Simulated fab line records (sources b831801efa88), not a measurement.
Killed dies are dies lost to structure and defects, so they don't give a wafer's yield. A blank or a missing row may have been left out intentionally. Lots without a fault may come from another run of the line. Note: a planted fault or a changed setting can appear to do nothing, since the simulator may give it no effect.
Which tool did it? :: flow sky130 :: 24 lots, 72 wafers sampled, at 2 steps of a route of 708

## WHAT THE GAUGES READ, wafer by wafer
SKY_VIA2_BOW_MEAS_03.
lot: L074
measured: day 34 21:59
on: filmMetro-02
VIA2_BOW (um): 82 81 85

lot: L075
measured: day 35 12:46
on: filmMetro-03
VIA2_BOW (um): 81 86 78

lot: L076
measured: day 35 18:19
on: filmMetro-01
VIA2_BOW (um): 83 89 85

lot: L077
measured: day 36 00:29
on: filmMetro-02
VIA2_BOW (um): 92 79 91

lot: L078
measured: day 36 03:31
on: filmMetro-03
VIA2_BOW (um): 87 90 81

lot: L079
measured: day 36 14:02
on: filmMetro-03
VIA2_BOW (um): 89 82 89

lot: L080
measured: day 37 05:48
on: filmMetro-02
VIA2_BOW (um): 77 73 83

lot: L081
measured: day 37 19:18
on: filmMetro-02
VIA2_BOW (um): 70 101 79

lot: L082
measured: day 38 16:17
on: filmMetro-02
VIA2_BOW (um): 87 82 89

lot: L083
measured: day 38 20:28
on: filmMetro-03
VIA2_BOW (um): 85 95 88

lot: L085
measured: day 39 00:53
on: filmMetro-03
VIA2_BOW (um): 86 84 92

lot: L084
measured: day 39 02:11
on: filmMetro-01
VIA2_BOW (um): 90 81 96

lot: L086
measured: day 39 05:13
on: filmMetro-02
VIA2_BOW (um): 81 88 90

lot: L088
measured: day 39 18:12
on: filmMetro-03
VIA2_BOW (um): 105 88 87

lot: L087
measured: day 40 01:41
on: filmMetro-02
VIA2_BOW (um): 79 72 72

lot: L090
measured: day 40 13:22
on: filmMetro-02
VIA2_BOW (um): 92 86 94

lot: L089
measured: day 40 14:15
on: filmMetro-02
VIA2_BOW (um): 103 88 92

lot: L091
measured: day 40 22:55
on: filmMetro-03
VIA2_BOW (um): 91 93 98

lot: L092
measured: day 40 23:46
on: filmMetro-03
VIA2_BOW (um): 82 80 68

lot: L093
measured: day 41 02:57
on: filmMetro-03
VIA2_BOW (um): 95 85 90

lot: L095
measured: day 41 11:50
on: filmMetro-01
VIA2_BOW (um): 77 77 94

lot: L094
measured: day 41 13:38
on: filmMetro-01
VIA2_BOW (um): 76 67 77

lot: L096
measured: day 41 20:36
on: filmMetro-03
VIA2_BOW (um): 90 87 88

lot: L097
measured: day 41 23:00
on: filmMetro-03
VIA2_BOW (um): 83 95 86

SKY_CAPM_OVL_MEAS_12.
lot: L074
measured: day 37 03:03
on: overlay-02
CAPM_OVL (nm): -1.9 -0.2 -2.4

lot: L075
measured: day 37 19:13
on: overlay-01
CAPM_OVL (nm): -0.8 0.5 -0.8

lot: L076
measured: day 37 23:06
on: overlay-02
CAPM_OVL (nm): -3.5 -3.0 -3.8

lot: L077
measured: day 38 05:19
on: overlay-01
CAPM_OVL (nm): -1.3 2.1 0.2

lot: L078
measured: day 38 09:42
on: overlay-02
CAPM_OVL (nm): -2.8 -1.5 -1.6

lot: L079
measured: day 38 20:05
on: overlay-02
CAPM_OVL (nm): -1.4 -1.4 -2.9

lot: L080
measured: day 39 08:55
on: overlay-01
CAPM_OVL (nm): -4.0 -1.1 -1.7

lot: L081
measured: day 39 23:10
on: overlay-02
CAPM_OVL (nm): -0.2 0.9 1.4

lot: L082
measured: day 40 18:32
on: overlay-01
CAPM_OVL (nm): -1.5 0.4 -0.4

lot: L083
measured: day 40 22:27
on: overlay-02
CAPM_OVL (nm): -0.2 -0.8 -2.8

lot: L085
measured: day 41 04:23
on: overlay-01
CAPM_OVL (nm): -2.4 -2.3 -0.6

lot: L084
measured: day 41 04:41
on: overlay-02
CAPM_OVL (nm): -0.3 -0.3 -0.8

lot: L086
measured: day 41 07:41
on: overlay-02
CAPM_OVL (nm): -0.9 -1.8 -1.1

lot: L088
measured: day 41 19:19
on: overlay-01
CAPM_OVL (nm): -1.1 0.2 2.0

lot: L087
measured: day 42 04:23
on: overlay-02
CAPM_OVL (nm): -2.0 -2.1 -0.5

lot: L090
measured: day 42 14:19
on: overlay-01
CAPM_OVL (nm): 0.1 0.8 1.2

lot: L089
measured: day 42 15:48
on: overlay-02
CAPM_OVL (nm): -3.1 -1.3 -2.1

lot: L091
measured: day 42 22:59
on: overlay-01
CAPM_OVL (nm): -2.5 -3.0 -2.6

lot: L092
measured: day 42 23:52
on: overlay-02
CAPM_OVL (nm): -4.1 -2.3 -1.3

lot: L093
measured: day 43 03:46
on: overlay-01
CAPM_OVL (nm): 1.6 1.6 2.3

lot: L095
measured: day 43 10:50
on: overlay-02
CAPM_OVL (nm): 1.8 -1.9 -2.5

lot: L094
measured: day 43 13:42
on: overlay-01
CAPM_OVL (nm): 0.6 -0.2 -0.2

lot: L096
measured: day 43 20:15
on: overlay-01
CAPM_OVL (nm): -0.1 -1.4 -0.6

lot: L097
measured: day 43 21:09
on: overlay-01
CAPM_OVL (nm): -0.8 1.1 -1.2

## EACH LOT AND THE TOOL THAT RAN IT (in order: tool; ch and the chambers of the sampled wafers; start)
Record: no process step prior to these readings.

## WHAT THE TOOLS THEMSELVES READ (means of the sampled wafers that have a number; where no wafer has one, the mark that the record gives instead)
The record holds no such reading with a usual standard deviation.

## THE ANSWER, worked out from the rows above alone
Rule: the lots themselves supply what counts as usual. The widest of any qualifying gaps counts: lots, ordered by their means at a reading, are off when they make up no more than a third of the lots, leave a main group of 4 or more, and stand apart from it by 3 or more times the standard deviation of that group's means. A main group whose means are all the same, to the digits that the tables above print for the reading, isn't used. Also off: a lot with no number at a reading for which 4 or more lots have one. All remaining lots with rows at the step are treated as sound. After the gauges, taken in route order, come the tools' own readings; for these a lot's mean is taken, as printed above. At the first step where some lot is off, the reading lying furthest off is the one used; lots without a number count as furthest.
No lot is off at any reading shown: from this, nothing can be told.

## WHAT HAD BEEN PUT IN BY THE SIMULATOR
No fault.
